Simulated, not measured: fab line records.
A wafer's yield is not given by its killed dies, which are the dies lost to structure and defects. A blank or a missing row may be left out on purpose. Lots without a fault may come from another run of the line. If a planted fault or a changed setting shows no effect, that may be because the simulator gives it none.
Comparing a struck lot with a sound one ; flow sky130 ; 15 steps out of a route of 708
Sound: the wafers L203.2, L203.4, L203.6. Struck: wafers L208.2, L208.4, L208.5. The cause is given at the end.
Order at every step that has rows: each side's tool, ch and its chambers, its first start. Under that, the readings that differ: sound wafers ; struck wafers ; difference of the means ; sigmas: that difference in standard deviations of wafers without a fault.
alike: a reading whose means differ by less than 2 such deviations, as well as words and numbers matching on both sides. not compared: withheld readings; readings where some wafer has no value; bounds like >300 that might hide an equal value; numbers whose values overlap and for which the record gives no deviation.
The two part at a step that has a row with sigmas, a row that says differs or no value, or rows on one side only. When numbers do not overlap yet have no deviation, they are printed without sigmas and do not part them. A reading that every wafer of one side lacks parts them only if that side has two wafers or more.

first, 5 steps without rows for these wafers: SKY_SD_N_COAT_02 (resist thk 1140 nm); SKY_SD_N_SOFTBAKE_03 (time 60 s); SKY_SD_N_EXPOSE_04 (exposes mask NSDM, target cd 380 nm); SKY_SD_N_PEB_05; SKY_SD_N_DEVELOP_06 (develop time 60 s).
SKY_SD_N_CD_MEAS_07: target cd 380 nm.
  sound on cd_sem-02, day 31 17:41; struck on cd_sem-02, day 33 01:35
  alike: cd_nm
SKY_SD_N_OVL_MEAS_08:
  sound on overlay-01, day 31 17:47; struck on overlay-02, day 33 01:41
  alike: SD_N_OVL
then, 2 steps without rows for these wafers: SKY_SD_N_IMPLANT_09; SKY_SD_N_IMPLANT_10.
SKY_SD_N_STRIP_11: strips in O2/N2.
  sound on plasma_asher-01 ch 0, day 31 18:07; struck on plasma_asher-04 ch 0,1, day 33 02:01
reading;sound;struck;difference;sigmas
strip_time_to_endpoint_s (s);22.47 22.52 22.55;22.62 22.58 22.62;+0.09;+2
  alike: drypump_motor_current_A, oes_product_au
  not compared: rf_hours_counter_h
SKY_SD_N_TW_MEAS_12:
  sound on film_metro-03, day 31 18:13; struck on film_metro-01, day 33 02:08
reading;sound;struck;difference;sigmas
SD_N_TW;3929 3945 3922;4004 3995 4003;+69;+4
then, 1 step without rows for these wafers: SKY_SD_N_CLEAN_13 (cleans in SC1/SC2, time 150 s).
SKY_SD_N_RTA_14: time 2 s.
  sound on rtp_anneal-02 ch 0, day 31 18:20; struck on rtp_anneal-01 ch 0, day 33 02:17
  alike: lamp_power_pct, wafer_temp_C_max
SKY_SD_N_RS_MEAS_16: a four-point-probe measurement.
  sound on film_metro-01, day 31 18:31; struck on film_metro-01, day 33 02:50
reading;sound;struck;difference;sigmas
SD_N_RS (ohm/sq);68.27 68.36 68.26;52.58 52.41 52.55;-15.78;-99 or more
  not compared: hold
then, 1 step without rows for these wafers: SKY_PAD_OPEN_PROBE_99.

== WHERE THEY PART ==
First at SKY_SD_N_STRIP_11; last, within this record, at SKY_SD_N_RS_MEAS_16.

WHY: what the simulator had put in
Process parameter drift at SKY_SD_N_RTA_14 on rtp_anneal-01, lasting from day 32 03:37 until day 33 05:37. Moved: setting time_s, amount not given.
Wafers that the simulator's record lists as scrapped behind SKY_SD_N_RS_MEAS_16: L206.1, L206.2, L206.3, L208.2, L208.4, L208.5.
